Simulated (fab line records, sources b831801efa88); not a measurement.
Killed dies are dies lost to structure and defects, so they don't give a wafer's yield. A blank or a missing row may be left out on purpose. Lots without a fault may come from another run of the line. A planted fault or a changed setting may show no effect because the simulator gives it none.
Problem report in the 8D (eight disciplines) form, filled by code | flow gf180mcu | the parts of the form that need people (team, actions taken, sign-off) are left out

1. THE PROBLEM
NWELL_RS at GF_VT_IMPLANT_RS_MEAS_47 reads a mean of 503.2 ohm/sq on 4 wafers of 3 lots; wafers without a fault read 487.7 ohm/sq with a standard deviation of 1.3. That is +12 standard deviations from the usual mean.
The step: measures by four-point-probe.
First seen on wafer L745.4, day 10 15:48, on film_metro-04. The record holds 35 wafers of 12 lots with a number at this step. Rule for "out", or "out of limits": more than 4 standard deviations from the usual mean. The other wafers with a number count as sound.

2. WHAT IT IS AND WHAT IT IS NOT
question                    | is                                          | is not
which readings at this step | NWELL_RS                                    | -
which lots                  | L745, L746, L748                            | L732, L734, L736, L737, L738, L739, L740, L751, L754
which wafers of those lots  | L745.4, L746.3, L746.4, L748.3              | L745.2, L746.2, L748.2, L748.5
read on which gauges        | film_metro-01, film_metro-02, film_metro-04 | -
when                        | from day 10 15:48                           | up to then (22 sound wafers); but 9 sound wafers of L746, L748, L751, L754 came after

3. SUSPECTS, AND WHAT RULES EACH OUT
Counting: a tool at a process step up to the reading stays a suspect if it ran every lot that is out. Sound lots after the first of them don't rule it out here, since some wafers of a struck lot are sound.
- the gauge at GF_VT_IMPLANT_RS_MEAS_47: ruled out. The wafers that are out were read on 3 gauges (film_metro-01, film_metro-02, film_metro-04).
- implanter-01 at GF_NWELL_IMPLANT_08: kept. It ran every lot that is out, first L745 (day 6 06:23); its last sound lot up to then is L740 (day 5 06:31).
Left after counting: implanter-01 at GF_NWELL_IMPLANT_08.

4. THE CAUSE (what the simulator had put in)
Process parameter drift: implanter-01, from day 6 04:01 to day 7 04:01, at GF_NWELL_IMPLANT_08. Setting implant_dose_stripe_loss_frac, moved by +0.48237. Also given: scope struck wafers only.
Counting left only this tool.

5. THE CHAIN OF EFFECTS, in route order
Each row: a reading whose mean over the struck wafers that have a number lies more than 3 standard deviations from the usual. Only readings for which the record gives a usual standard deviation are gone through. hours: the time from each lot's start at the first step in this table that gives one to its start at this step, as a median over the lots. sigmas: the change in usual standard deviations.
hours | step                     | reading  | usual        | on struck wafers | change | sigmas
0     | GF_VT_IMPLANT_RS_MEAS_47 | NWELL_RS | 487.7 ohm/sq | 503.2            | +15.5  | +12
Later measuring or inspecting steps at which every struck wafer that the step has a row for has a number for every such reading, and none has moved that far: GF_HV_LDD_TW_MEAS_11.

6. WHAT WOULD HAVE CAUGHT IT SOONER
In this record the first reading out of limits at a measuring or inspecting step was taken at day 10 15:48, 108 hours after the fault began at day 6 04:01.
Of the tool readings at GF_NWELL_IMPLANT_08 for which the record gives a usual standard deviation, none was out on any struck wafer, so an alarm limit of 4 standard deviations on them would not have fired.
All the lots that are out (3) had begun GF_NWELL_IMPLANT_08 on implanter-01 by day 10 15:48. A hold on the tool at that time would have spared none of them.
